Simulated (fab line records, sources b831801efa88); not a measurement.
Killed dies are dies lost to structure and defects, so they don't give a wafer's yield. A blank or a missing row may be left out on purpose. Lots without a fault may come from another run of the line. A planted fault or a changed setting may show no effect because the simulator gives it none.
Which tool did it? | flow gf180mcu | 24 lots, 72 wafers sampled, at 6 steps of a route of 602

WHAT THE GAUGES READ, wafer by wafer
GF_V1_THK_MEAS_03. Usual: V1_CVD_02_THK 851 nm, standard deviation 11.
lot  | measured     | on            | V1_CVD_02_THK (nm) | flag
L074 | day 17 02:55 | film_metro-02 | 849 857 856        |
L075 | day 17 09:33 | film_metro-03 | 828 837 846        |
L076 | day 17 19:57 | film_metro-01 | 838 862 867        |
L077 | day 18 00:57 | film_metro-02 | 842 870 853        |
L078 | day 18 13:58 | film_metro-03 | 843 837 858        |
L079 | day 19 05:10 | film_metro-01 | 841 839 862        |
L080 | day 19 13:24 | film_metro-03 | 838 841 852        |
L081 | day 19 22:19 | film_metro-02 | 851 858 865        |
L082 | day 20 07:54 | film_metro-03 | 849 859 850        |
L083 | day 20 12:27 | film_metro-01 | 852 849 864        |
L084 | day 21 07:20 | film_metro-01 | 846 859 850        |
L085 | day 21 12:04 | film_metro-01 | 851 855 866        |
L086 | day 21 15:15 | film_metro-02 | 853 873 875        |
L087 | day 21 22:44 | film_metro-02 | 845 861 862        |
L088 | day 22 06:46 | film_metro-01 | 840 842 852        |
L089 | day 22 16:28 | film_metro-01 | 839 851 868        |
L090 | day 22 22:17 | film_metro-02 | 851 862 862        |
L091 | day 23 04:11 | film_metro-03 | 835 836 863        |
L092 | day 23 15:03 | film_metro-03 | 838 845 857        |
L093 | day 24 02:26 | film_metro-01 | 846 851 860        |
L094 | day 24 10:11 | film_metro-03 | 838 858 858        |
L095 | day 24 16:56 | film_metro-03 | 857 853 853        |
L096 | day 25 02:55 | film_metro-03 | 844 856 846        |
L097 | day 25 03:39 | film_metro-03 | 833 822 832        |

GF_V5_THK_MEAS_25: measures by xrf. Usual: V5_W_THK 355 nm, standard deviation 6.5.
lot  | measured     | on            | V5_W_THK (nm) | flag
L074 | day 27 05:05 | film_metro-01 | 357 363 358   |
L075 | day 27 10:19 | film_metro-01 | 355 351 352   |
L076 | day 27 18:06 | film_metro-02 | 352 356 358   |
L077 | day 27 23:29 | film_metro-03 | 349 344 349   |
L078 | day 28 11:32 | film_metro-03 | 350 341 346   |
L079 | day 28 23:41 | film_metro-03 | 355 347 348   |
L080 | day 29 07:20 | film_metro-01 | 354 349 353   |
L081 | day 29 13:22 | film_metro-01 | 357 355 358   |
L082 | day 29 21:50 | film_metro-01 | 363 361 363   |
L083 | day 30 00:20 | film_metro-02 | 355 353 357   |
L084 | day 30 16:28 | film_metro-01 | 361 371 362   |
L085 | day 30 18:13 | film_metro-01 | 363 362 362   |
L086 | day 30 22:11 | film_metro-01 | 363 361 364   |
L087 | day 31 03:34 | film_metro-03 | 352 350 350   |
L088 | day 31 07:20 | film_metro-03 | 348 346 346   |
L089 | day 31 19:29 | film_metro-02 | 346 343 345   |
L090 | day 31 19:42 | film_metro-03 | 356 354 359   |
L091 | day 32 00:02 | film_metro-03 | 354 349 356   |
L092 | day 32 09:05 | film_metro-02 | 355 352 345   |
L093 | day 32 17:44 | film_metro-02 | 358 362 356   |
L094 | day 32 20:42 | film_metro-01 | 358 369 360   |
L095 | day 33 06:17 | film_metro-02 | 352 348 345   |
L096 | day 33 11:39 | film_metro-01 | 348 351 352   |
L097 | day 33 11:23 | film_metro-01 | 364 363 360   |

WHICH TOOL RAN EACH LOT (tool, then ch and the chambers of the sampled wafers, then the start)
lot  | GF_HV_LDD_STRIP_10                   | GF_V1_ETCH_17                                 | GF_V3_STRIP_18                       | GF_V4_SPUTTER_21
L074 | plasma_asher-03 ch 0,1, day 9 23:55  | rie_diel-02 ch 0,2, day 22 08:12 or earlier   | plasma_asher-03 ch 0,1, day 22 08:12 | pvd_sputter-04, day 24 09:22
L075 | plasma_asher-01 ch 0,1, day 10 05:41 | rie_diel-02 ch 0,2,3, day 22 15:05 or earlier | plasma_asher-03 ch 0,1, day 22 15:05 | pvd_sputter-03, day 24 15:26
L076 | plasma_asher-01 ch 0,1, day 10 14:12 | rie_diel-04 ch 1,2,3, day 23 00:26 or earlier | plasma_asher-04 ch 0,1, day 23 00:26 | pvd_sputter-04, day 25 00:30
L077 | plasma_asher-03 ch 0,1, day 10 19:11 | rie_diel-02 ch 0,1,3, day 23 05:52 or earlier | plasma_asher-01 ch 0,1, day 23 05:52 | pvd_sputter-01, day 25 05:25
L078 | plasma_asher-02 ch 0,1, day 11 02:58 | rie_diel-03 ch 0,1,3, day 23 19:32 or earlier | plasma_asher-01 ch 0,1, day 23 19:32 | pvd_sputter-03, day 25 18:44
L079 | plasma_asher-03 ch 0,1, day 11 15:32 | rie_diel-03 ch 1,2,3, day 24 09:35 or earlier | plasma_asher-03 ch 0,1, day 24 09:35 | pvd_sputter-01, day 26 08:33
L080 | plasma_asher-03 ch 0,1, day 11 20:14 | rie_diel-04 ch 0,1,3, day 24 17:08 or earlier | plasma_asher-04 ch 0,1, day 24 17:08 | pvd_sputter-03, day 26 15:51
L081 | plasma_asher-02 ch 0,1, day 12 05:08 | rie_diel-03 ch 1,2, day 25 01:33 or earlier   | plasma_asher-04 ch 0,1, day 25 01:33 | pvd_sputter-03, day 26 22:37
L082 | plasma_asher-02 ch 0,1, day 12 12:56 | rie_diel-04 ch 1,2, day 25 10:24 or earlier   | plasma_asher-01 ch 0,1, day 25 10:24 | pvd_sputter-01, day 27 07:18
L083 | plasma_asher-01 ch 0,1, day 12 18:04 | rie_diel-04 ch 0,2,3, day 25 12:25 or earlier | plasma_asher-01 ch 0,1, day 25 12:25 | pvd_sputter-03, day 27 10:24
L084 | plasma_asher-03 ch 0,1, day 13 08:32 | rie_diel-04 ch 0,1,2, day 26 07:23 or earlier | plasma_asher-03 ch 0,1, day 26 07:23 | pvd_sputter-04, day 28 03:30
L085 | plasma_asher-02 ch 0,1, day 13 11:46 | rie_diel-02 ch 0,1,3, day 26 09:46 or earlier | plasma_asher-03 ch 0,1, day 26 09:46 | pvd_sputter-04, day 28 06:04
L086 | plasma_asher-02 ch 0,1, day 13 15:09 | rie_diel-02 ch 2,3, day 26 13:11 or earlier   | plasma_asher-03 ch 0,1, day 26 13:11 | pvd_sputter-04, day 28 09:53
L087 | plasma_asher-02 ch 0,1, day 13 22:34 | rie_diel-03 ch 0,1,3, day 26 18:42 or earlier | plasma_asher-01 ch 0,1, day 26 18:42 | pvd_sputter-03, day 28 14:52
L088 | plasma_asher-02 ch 0,1, day 14 05:42 | rie_diel-03 ch 0,1,2, day 27 02:36 or earlier | plasma_asher-01 ch 0,1, day 27 02:36 | pvd_sputter-03, day 28 22:02
L089 | plasma_asher-01 ch 0, day 14 14:18   | rie_diel-02 ch 0,1, day 27 12:11 or earlier   | plasma_asher-04 ch 1, day 27 12:11   | pvd_sputter-03, day 29 07:43
L090 | plasma_asher-01 ch 0, day 14 20:16   | rie_diel-02 ch 0,1,3, day 27 14:52 or earlier | plasma_asher-04 ch 1, day 27 14:52   | pvd_sputter-04, day 29 09:39
L091 | plasma_asher-03 ch 0,1, day 15 00:59 | rie_diel-03 ch 1,2, day 27 20:44 or earlier   | plasma_asher-01 ch 0,1, day 27 20:44 | pvd_sputter-04, day 29 14:42
L092 | plasma_asher-03 ch 0,1, day 15 10:53 | rie_diel-02 ch 0,1,2, day 28 07:09 or earlier | plasma_asher-04 ch 0,1, day 28 07:09 | pvd_sputter-03, day 30 00:28
L093 | plasma_asher-03 ch 0,1, day 15 21:51 | rie_diel-04 ch 1,2, day 28 16:01 or earlier   | plasma_asher-04 ch 0,1, day 28 16:01 | pvd_sputter-04, day 30 09:18
L094 | plasma_asher-02 ch 0,1, day 16 07:06 | rie_diel-04 ch 0,1,2, day 28 22:30 or earlier | plasma_asher-01 ch 0,1, day 28 22:30 | pvd_sputter-03, day 30 14:58
L095 | plasma_asher-01 ch 0,1, day 16 11:44 | rie_diel-04 ch 1,2,3, day 29 07:19 or earlier | plasma_asher-01 ch 0,1, day 29 07:19 | pvd_sputter-04, day 30 23:58
L096 | plasma_asher-03 ch 0,1, day 16 21:42 | rie_diel-04 ch 0,2,3, day 29 13:53 or earlier | plasma_asher-01 ch 0,1, day 29 13:53 | pvd_sputter-04, day 31 05:54
L097 | plasma_asher-01 ch 0,1, day 17 01:14 | rie_diel-02 ch 0,2,3, day 29 14:24 or earlier | plasma_asher-04 ch 0,1, day 29 14:24 | pvd_sputter-03, day 31 06:00
- GF_HV_LDD_STRIP_10: strips in O2/N2.
- GF_V1_ETCH_17: etches SiO2 in C4F8/O2/Ar, stops on TiN, target depth 630 nm.
- GF_V3_STRIP_18: strips in O2/N2.
- GF_V4_SPUTTER_21: material Ti, target thk 15 nm, time 80.02 s.

WHAT THE TOOLS THEMSELVES READ (means of the sampled wafers that have a number; where no wafer has one, the mark that the record gives instead)
GF_HV_LDD_STRIP_10. Usual: drypump_motor_current_A 5.91 A, standard deviation 0.2; heater_power_w 334 W, standard deviation 17; o2_flow_sccm 3001 sccm, standard deviation 8.2; oes_product_au 0.716 a.u., standard deviation 0.0048; strip_time_to_endpoint_s 12.63 s, standard deviation 0.039.
lot  | tool            | drypump_motor_current_A (A) | heater_power_w (W) | o2_flow_sccm (sccm) | oes_product_au (a.u.) | strip_time_to_endpoint_s (s) | flag
L074 | plasma_asher-03 | 5.91                        | 327                | 3010                | 0.710                 | 12.54                        |
L075 | plasma_asher-01 | 5.86                        | 335                | 3006                | 0.714                 | 12.61                        |
L076 | plasma_asher-01 | 5.93                        | 348                | 2987                | 0.716                 | 12.63                        |
L077 | plasma_asher-03 | 6.06                        | 333                | 2997                | 0.721                 | 12.64                        |
L078 | plasma_asher-02 | 5.89                        | 324                | 3007                | 0.715                 | 12.65                        |
L079 | plasma_asher-03 | 6.05                        | 332                | 3004                | 0.721                 | 12.65                        |
L080 | plasma_asher-03 | 6.04                        | 335                | 2994                | 0.717                 | 12.60                        |
L081 | plasma_asher-02 | 5.91                        | 327                | 2999                | 0.715                 | 12.63                        |
L082 | plasma_asher-02 | 5.77                        | 341                | 2999                | 0.719                 | 12.69                        |
L083 | plasma_asher-01 | 5.94                        | 346                | 3007                | 0.715                 | 12.63                        |
L084 | plasma_asher-03 | 6.05                        | 335                | 3005                | 0.713                 | 12.63                        |
L085 | plasma_asher-02 | 5.94                        | 327                | 3002                | 0.717                 | 12.57                        |
L086 | plasma_asher-02 | 5.93                        | 325                | 2997                | 0.712                 | 12.66                        |
L087 | plasma_asher-02 | 5.92                        | 326                | 2995                | 0.715                 | 12.62                        |
L088 | plasma_asher-02 | 5.75                        | 336                | 2990                | 0.715                 | 12.65                        |
L089 | plasma_asher-01 | 5.78                        | 319                | 3015                | 0.717                 | 12.64                        |
L090 | plasma_asher-01 | 5.75                        | 320                | 3007                | 0.711                 | 12.63                        |
L091 | plasma_asher-03 | 5.95                        | 325                | 3001                | 0.714                 | 12.58                        |
L092 | plasma_asher-03 | 5.95                        | 325                | 2993                | 0.714                 | 12.54                        |
L093 | plasma_asher-03 | 5.96                        | 332                | 3001                | 0.717                 | 12.63                        |
L094 | plasma_asher-02 | 5.76                        | 332                | 3004                | 0.714                 | 12.64                        |
L095 | plasma_asher-01 | 5.89                        | 331                | 3004                | 0.718                 | 12.62                        |
L096 | plasma_asher-03 | 5.96                        | 323                | 2992                | 0.714                 | 12.68                        |
L097 | plasma_asher-01 | 5.91                        | 347                | 3003                | 0.716                 | 12.64                        |

GF_V1_ETCH_17. Usual: oes_product_au 0.856 a.u., standard deviation 0.0048.
lot  | tool        | oes_product_au (a.u.) | flag
L074 | rie_diel-02 | 0.852                 |
L075 | rie_diel-02 | 0.857                 |
L076 | rie_diel-04 | 0.854                 |
L077 | rie_diel-02 | 0.857                 |
L078 | rie_diel-03 | 0.857                 |
L079 | rie_diel-03 | 0.854                 |
L080 | rie_diel-04 | 0.860                 |
L081 | rie_diel-03 | 0.853                 |
L082 | rie_diel-04 | 0.855                 |
L083 | rie_diel-04 | 0.858                 |
L084 | rie_diel-04 | 0.855                 |
L085 | rie_diel-02 | 0.855                 |
L086 | rie_diel-02 | 0.857                 |
L087 | rie_diel-03 | 0.854                 |
L088 | rie_diel-03 | 0.854                 |
L089 | rie_diel-02 | 0.854                 |
L090 | rie_diel-02 | 0.856                 |
L091 | rie_diel-03 | 0.859                 |
L092 | rie_diel-02 | 0.853                 |
L093 | rie_diel-04 | 0.853                 |
L094 | rie_diel-04 | 0.857                 |
L095 | rie_diel-04 | 0.854                 |
L096 | rie_diel-04 | 0.855                 |
L097 | rie_diel-02 | 0.860                 |

GF_V3_STRIP_18. Usual: drypump_motor_current_A 5.84 A, standard deviation 0.18; heater_power_w 333 W, standard deviation 16; o2_flow_sccm 3000 sccm, standard deviation 9.2; oes_product_au 0.592 a.u., standard deviation 0.0045.
lot  | tool            | drypump_motor_current_A (A) | heater_power_w (W) | o2_flow_sccm (sccm) | oes_product_au (a.u.) | flag
L074 | plasma_asher-03 | 5.94                        | 326                | 3018                | 0.589                 |
L075 | plasma_asher-03 | 6.07                        | 334                | 2987                | 0.595                 |
L076 | plasma_asher-04 | 5.68                        | 322                | 3002                | 0.592                 |
L077 | plasma_asher-01 | 5.96                        | 351                | 3005                | 0.594                 |
L078 | plasma_asher-01 | 5.94                        | 350                | 2999                | 0.591                 |
L079 | plasma_asher-03 | 6.07                        | 336                | 2997                | 0.595                 |
L080 | plasma_asher-04 | 5.65                        | 328                | 2995                | 0.587                 |
L081 | plasma_asher-04 | 5.63                        | 328                | 2988                | 0.590                 |
L082 | plasma_asher-01 | 5.88                        | 333                | 2995                | 0.592                 |
L083 | plasma_asher-01 | 5.88                        | 334                | 2997                | 0.595                 |
L084 | plasma_asher-03 | 5.96                        | 329                | 3006                | 0.591                 |
L085 | plasma_asher-03 | 6.05                        | 334                | 2993                | 0.595                 |
L086 | plasma_asher-03 | 5.93                        | 333                | 3003                | 0.592                 |
L087 | plasma_asher-01 | 5.86                        | 333                | 3002                | 0.593                 |
L088 | plasma_asher-01 | 5.82                        | 337                | 2998                | 0.589                 |
L089 | plasma_asher-04 | 5.58                        | 336                | 3019                | 0.593                 |
L090 | plasma_asher-04 | 5.62                        | 331                | 2995                | 0.594                 |
L091 | plasma_asher-01 | 5.92                        | 349                | 2991                | 0.594                 |
L092 | plasma_asher-04 | 5.65                        | 328                | 2997                | 0.593                 |
L093 | plasma_asher-04 | 5.64                        | 326                | 2998                | 0.590                 |
L094 | plasma_asher-01 | 5.93                        | 346                | 3008                | 0.588                 |
L095 | plasma_asher-01 | 5.93                        | 346                | 2997                | 0.592                 |
L096 | plasma_asher-01 | 5.95                        | 343                | 2999                | 0.591                 |
L097 | plasma_asher-04 | 5.62                        | 333                | 2991                | 0.590                 |

GF_V4_SPUTTER_21. Usual: throttle_valve_pct 29.6 %, standard deviation 0.54.
lot  | tool           | throttle_valve_pct (%) | flag
L074 | pvd_sputter-04 | 29.5                   |
L075 | pvd_sputter-03 | 29.2                   |
L076 | pvd_sputter-04 | 29.7                   |
L077 | pvd_sputter-01 | 30.3                   |
L078 | pvd_sputter-03 | 29.5                   |
L079 | pvd_sputter-01 | 29.8                   |
L080 | pvd_sputter-03 | 29.7                   |
L081 | pvd_sputter-03 | 29.8                   |
L082 | pvd_sputter-01 | 30.6                   |
L083 | pvd_sputter-03 | 29.2                   |
L084 | pvd_sputter-04 | 29.5                   |
L085 | pvd_sputter-04 | 29.4                   |
L086 | pvd_sputter-04 | 29.8                   |
L087 | pvd_sputter-03 | 29.4                   |
L088 | pvd_sputter-03 | 29.7                   |
L089 | pvd_sputter-03 | 29.8                   |
L090 | pvd_sputter-04 | 29.6                   |
L091 | pvd_sputter-04 | 29.9                   |
L092 | pvd_sputter-03 | 29.5                   |
L093 | pvd_sputter-04 | 29.4                   |
L094 | pvd_sputter-03 | 29.3                   |
L095 | pvd_sputter-04 | 29.6                   |
L096 | pvd_sputter-04 | 29.5                   |
L097 | pvd_sputter-03 | 29.6                   |

THE ANSWER, worked out from the rows above alone
Rule: a lot is off if the mean of its wafers that have a number lies more than 3 standard deviations from the usual mean. A lot without any number at a reading at which 4 lots or more have one is off too. The other lots that the step has rows for count as sound. The gauges are gone through in route order, then the tools' own readings, and for those a lot's mean is taken as printed above. The first step at which some lot is off is used, and at that step the reading that is off furthest; a lot without a number counts as furthest.
No lot is off at any reading shown: from this, nothing can be told.

WHAT THE SIMULATOR HAD PUT IN
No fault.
